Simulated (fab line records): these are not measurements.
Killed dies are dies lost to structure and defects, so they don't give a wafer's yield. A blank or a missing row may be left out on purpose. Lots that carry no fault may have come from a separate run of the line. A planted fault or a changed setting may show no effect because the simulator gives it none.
Which tool was responsible? | flow gf180mcu | 13 lots, 39 wafers sampled, at 3 steps of a route of 602

== WHAT THE GAUGES SHOWED, per wafer ==
GF_SALICIDE_RS_MEAS_04: measures by four-point-probe. Usual: SALICIDE_TIN_RS typically reads 16.3 ohm/sq, with standard deviation 0.31.
lot  | measured     | on            | SALICIDE_TIN_RS (ohm/sq) | flag
L696 | day 15 00:14 | film metro-03 | 16.1 16.6 16.0           |
L697 | day 15 10:44 | film metro-04 | 16.1 16.4 16.1           |
L698 | day 15 18:49 | film metro-03 | 16.5 16.1 16.1           |
L699 | day 16 03:14 | film metro-04 | 16.6 16.6 16.7           |
L700 | day 16 11:47 | film metro-02 | 16.5 16.1 16.6           |
L702 | day 17 06:51 | film metro-02 | 16.8 16.6 16.8           |
L703 | day 17 17:08 | film metro-02 | 15.8 16.0 15.8           |
L705 | day 18 14:19 | film metro-04 | 16.4 16.5 16.4           |
L706 | day 18 18:14 | film metro-03 | 16.2 16.0 16.4           |
L707 | day 19 01:49 | film metro-04 | 16.5 16.5 16.7           |
L710 | day 20 06:03 | film metro-02 | 16.8 16.7 16.6           |
L717 | day 22 14:38 | film metro-03 | 16.2 16.6 16.7           |
L719 | day 23 07:20 | film metro-03 | 16.2 15.9 16.0           |

== TOOL THAT RAN EACH LOT (tool first, then ch and the chambers of the sampled wafers, then the start) ==
lot  | GF_POLY_GATE_ETCH_13             | GF_SAB_CVD_00
L696 | rie si-01 ch 1,2, day 9 03:56    | pecvd-02 ch 0,2, day 14 02:46
L697 | rie si-02 ch 1,2, day 9 10:53    | pecvd-04 ch 0,1, day 14 12:32
L698 | rie si-02 ch 1,2, day 9 17:11    | pecvd-02 ch 1,2, day 14 21:04
L699 | rie si-01 ch 0,2,3, day 10 00:06 | pecvd-02 ch 0,1,2, day 15 04:55
L700 | rie si-01 ch 0,1, day 10 07:32   | pecvd-04 ch 0,1,2, day 15 12:53
L702 | rie si-02 ch 0,3, day 10 22:38   | pecvd-04 ch 0,1, day 16 08:07
L703 | rie si-02 ch 1,2,3, day 11 06:57 | pecvd-02 ch 0,2, day 16 17:19
L705 | rie si-02 ch 0,2,3, day 11 23:45 | pecvd-01 ch 0,1, day 17 14:43
L706 | rie si-01 ch 0,2, day 12 02:59   | pecvd-01 ch 1,2, day 17 18:46
L707 | rie si-02 ch 1,3, day 12 10:35   | pecvd-04 ch 0,1,2, day 18 02:31
L710 | rie si-01 ch 0,1,2, day 13 06:59 | pecvd-02 ch 0,1,2, day 19 05:25
L717 | rie si-02 ch 0,1,2, day 15 13:08 | pecvd-02 ch 0,1, day 21 15:16
L719 | rie si-02 ch 1,3, day 15 23:17   | pecvd-02 ch 0,1,2, day 22 08:19
- GF_POLY_GATE_ETCH_13: etches poly-Si in HBr/Cl2, stops on SiO2, target depth 198.5 nm, time 69.6 s.
- GF_SAB_CVD_00: deposits SiO2 from TEOS, target thk 50 nm, time 4.9302 s.

== WHAT THE TOOLS THEMSELVES READ (means of the sampled wafers that have a number; where no wafer has one, the mark that the record gives instead) ==
GF_POLY_GATE_ETCH_13. Usual: drypump motor current A 5.8 A, standard deviation 0.48; oes product au 0.989 a.u., standard deviation 0.0079; run length s 97.7 s, standard deviation 0.41; throttle valve pct 33.684 %, standard deviation 0.0097.
lot  | tool      | drypump motor current A (A) | oes product au (a.u.) | run length s (s) | throttle valve pct (%) | flag
L696 | rie si-01 | 5.6                         | 0.988                 | 97.6             | 33.679                 |
L697 | rie si-02 | 5.7                         | 0.989                 | 97.4             | 33.683                 |
L698 | rie si-02 | 5.8                         | 0.987                 | 97.3             | 33.675                 |
L699 | rie si-01 | 5.9                         | 0.987                 | 97.9             | 33.684                 |
L700 | rie si-01 | 5.3                         | 0.984                 | 97.7             | 33.678                 |
L702 | rie si-02 | 6.0                         | 0.991                 | 97.8             | 33.675                 |
L703 | rie si-02 | 5.9                         | 0.994                 | 97.2             | 33.683                 |
L705 | rie si-02 | 6.1                         | 0.991                 | 97.4             | 33.682                 |
L706 | rie si-01 | 6.2                         | 0.981                 | 97.9             | 33.681                 |
L707 | rie si-02 | 6.1                         | 0.987                 | 97.5             | 33.688                 |
L710 | rie si-01 | 5.8                         | 0.993                 | 92.0             | 33.685                 | OFF
L717 | rie si-02 | 5.7                         | 0.990                 | 97.4             | 33.695                 |
L719 | rie si-02 | 5.6                         | 0.993                 | 97.5             | 33.685                 |

GF_SAB_CVD_00. Usual: heater power w reads 667 W (standard deviation 100).
lot  | tool     | heater power w (W) | flag
L696 | pecvd-02 | 668                |
L697 | pecvd-04 | 694                |
L698 | pecvd-02 | 561                |
L699 | pecvd-02 | 620                |
L700 | pecvd-04 | 600                |
L702 | pecvd-04 | 679                |
L703 | pecvd-02 | 730                |
L705 | pecvd-01 | 677                |
L706 | pecvd-01 | 628                |
L707 | pecvd-04 | 623                |
L710 | pecvd-02 | 664                |
L717 | pecvd-02 | 616                |
L719 | pecvd-02 | 631                |

== THE ANSWER, worked out from the rows above alone ==
Rule: a lot is off if the mean of its wafers that have a number lies more than 3 standard deviations from the usual mean. Also off: a lot with no number at a reading for which 4 or more lots have one. Where the step has rows for the other lots, those lots are counted as sound. The gauges are gone through in route order, then the tools' own readings, and for those a lot's mean is taken as printed above. The first step at which some lot is off is used, and at that step the reading that is off furthest; a lot without a number counts as furthest.
Off: L710, at GF_POLY_GATE_ETCH_13 (run length s).
A tool fits if, at that step or a process step before it, it ran every lot that is off, and no sound lot after the first of them. One candidate fits, namely rie si-01 at GF_POLY_GATE_ETCH_13. Its last sound lot is L706 (day 12 02:59), its first lot that is off L710 (day 13 06:59): a fault that began between those two fits.
The tool's own readings at GF_POLY_GATE_ETCH_13 bear it out: on the lots that are off they differ by more than 5 times the standard deviation of the sound lots' means. run length s reads 92.0 s there against 97.5 s on the sound lots.

== WHAT THE SIMULATOR PUT IN ==
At GF_POLY_GATE_ETCH_13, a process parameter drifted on rie si-01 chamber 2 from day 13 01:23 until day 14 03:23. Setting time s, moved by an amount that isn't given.
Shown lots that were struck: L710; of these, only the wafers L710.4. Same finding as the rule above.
